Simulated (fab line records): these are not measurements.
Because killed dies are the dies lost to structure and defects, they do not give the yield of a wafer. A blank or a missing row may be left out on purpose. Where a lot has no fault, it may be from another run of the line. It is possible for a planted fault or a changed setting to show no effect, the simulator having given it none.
Struck lot and sound lot, side by side | flow sky130 | 15 out of 708 route steps
Sound: the wafers L771.4, L771.5, L771.6. Struck: wafer L777.5 (left out: L777.3, a lot-mate that was not struck); the cause follows at the end.
Order at every step that has rows: each side's tool, ch and its chambers, its first start. Under that, the readings that differ: sound wafers | struck wafers | difference of the means | sigmas: that difference in standard deviations of wafers without a fault.
alike: readings whose means differ by less than 2 such deviations, and words and numbers that are the same on both sides. not compared: withheld readings, readings that some wafer has no value for, bounds like >300 that may hide the same value, and numbers for which the record gives no deviation and whose values overlap.
A row with sigmas, a row that says differs or no value, or rows on one side alone: a step with any of these is where the two part. Numbers that have no deviation but don't overlap get no sigmas and don't part them. A reading that every wafer of one side lacks parts them only if that side has two wafers or more.

SKY_VIA1_CD_MEAS_12: the cd target is 150 nm.
  sound on cd-sem-02, day 36 23:24; struck on cd-sem-01, day 38 15:44
  alike: cd-nm
SKY_VIA1_OVL_MEAS_13:
  sound on overlay-01, day 36 23:29; struck on overlay-02, day 38 15:50
  alike: VIA1_OVL
SKY_VIA1_ETCH_14: etches BARC in N2/H2, stops on SiO2, time 45.9 s, target depth 60 nm.
  sound on rie-diel-04 ch 0,1, day 36 23:30; struck on rie-diel-04 ch 1, day 38 15:51
  alike: drypump-motor-current-A, h2-flow-sccm, oes-product-au, rf-fwd-power-W, throttle-valve-pct
  not compared: rf-hours-counter-h
then, 1 step without rows for these wafers: SKY_VIA1_ETCH_15 (etches SiO2 in C4F8/O2/Ar, stops on TiN, target depth 351 nm, time 54 s).
SKY_VIA1_STRIP_16: strips in O2/N2.
  sound on plasma-asher-02 ch 0,1, day 36 23:37; struck on plasma-asher-04 ch 0, day 38 15:58
  reading                     | sound       | struck | difference | sigmas
  drypump-motor-current-A (A) | 5.2 5.2 5.5 | 6.4    | +1.1       | +2
  alike: o2-flow-sccm, oes-product-au, strip-time-to-endpoint-s
  not compared: rf-hours-counter-h
then, 3 steps without rows for these wafers: SKY_VIA1_STRIP_17 (strips in post etch residue remover, time 1200 s); SKY_VIA1_CLEAN_18 (cleans in IPA, time 180 s); SKY_VIA1_CLEAN_19 (cleans in O3/DIW).
SKY_VIA1_SPUTTER_20: material TiN, target thk 20 nm, time 80 s.
  sound on pvd-sputter-04, day 37 00:17; struck on pvd-sputter-02, day 38 16:32
  alike: throttle-valve-pct
SKY_VIA1_CVD_21: deposits W, target thk 270 nm, time 80.902 s.
  sound on cvd-w-01 ch 0,1, day 37 00:23; struck on cvd-w-02 ch 0, day 38 16:37
  alike: heater-power-w
SKY_VIA1_RS_MEAS_22: measurement is done with a four-point probe.
  sound on film-metro-01, day 37 00:31; struck on film-metro-04, day 38 16:43
  reading            | sound             | struck | difference | sigmas
  VIA1_W_RS (ohm/sq) | 0.424 0.425 0.416 | 0.438  | +0.016     | +3
SKY_VIA1_THK_MEAS_23: measures by xrf.
  sound on film-metro-01, day 37 00:36; struck on film-metro-04, day 38 16:49
  reading         | sound       | struck | difference | sigmas
  VIA1_W_THK (nm) | 265 264 271 | 259    | -8         | -2
SKY_VIA1_CMP_24: polishes, stops on SiO2, t overpolish 15 s, target thk 0 nm.
  sound on cmp-01 ch 0,3, day 37 00:38; struck on cmp-01 ch 0, day 38 16:55
  reading                | sound                | struck | difference | sigmas
  overpolish-run-s (s)   | 14.996 14.999 14.996 | 0.036  | -14.961    | -99 or more
  time-to-endpoint-s (s) | 64 65 66             | 102    | +37        | +12
  alike: motor-current-A
SKY_METAL2_SPUTTER_00: material Ti, target thk 15 nm, time 10 s.
  the record has rows for the sound wafers here (pvd-sputter-02, day 37 00:56) and none for the struck ones
-- the record jumps here: 11 days lie between the struck wafers' starts before and after (it left off in module METAL2 and takes up again in module PAD_OPEN, whose first step shown is number 708 of the route) --
SKY_PAD_OPEN_PROBE_99:
  sound on prober-01, day 48 10:59; struck on prober-02, day 49 15:13
  reading                  | sound          | struck | difference | sigmas
  defect-limited-yield (%) | 82.5 84.6 82.5 | 0      | -83        | -44
  killed_at_M0_to_M3       | 36 35 41       | 443    | +406       | +56
  killed-dies              | 86 76 86       | 492    | +409       | +45
  killed-on-rim            | 15 18 14       | 96     | +80        | +22
  sort_bin_3_pad_short (%) | 1.0 0 0.8      | 81.5   | +80.9      | +99 or more
  sort-n-pass              | 406 416 406    | 0      | -409       | -45
  sort-yield-pct (%)       | 82.5 84.6 82.5 | 0      | -83        | -44
  alike: killed_at_M4_up, killed-at-contacts, killed-at-front-end, killed-at-other, killed-open, killed-short, sort_bin_5_function, sort_bin_6_memory

== WHERE THEY PART ==
At SKY_VIA1_STRIP_16 first; at SKY_PAD_OPEN_PROBE_99 last (within this record only).

WHY: what the simulator had put in
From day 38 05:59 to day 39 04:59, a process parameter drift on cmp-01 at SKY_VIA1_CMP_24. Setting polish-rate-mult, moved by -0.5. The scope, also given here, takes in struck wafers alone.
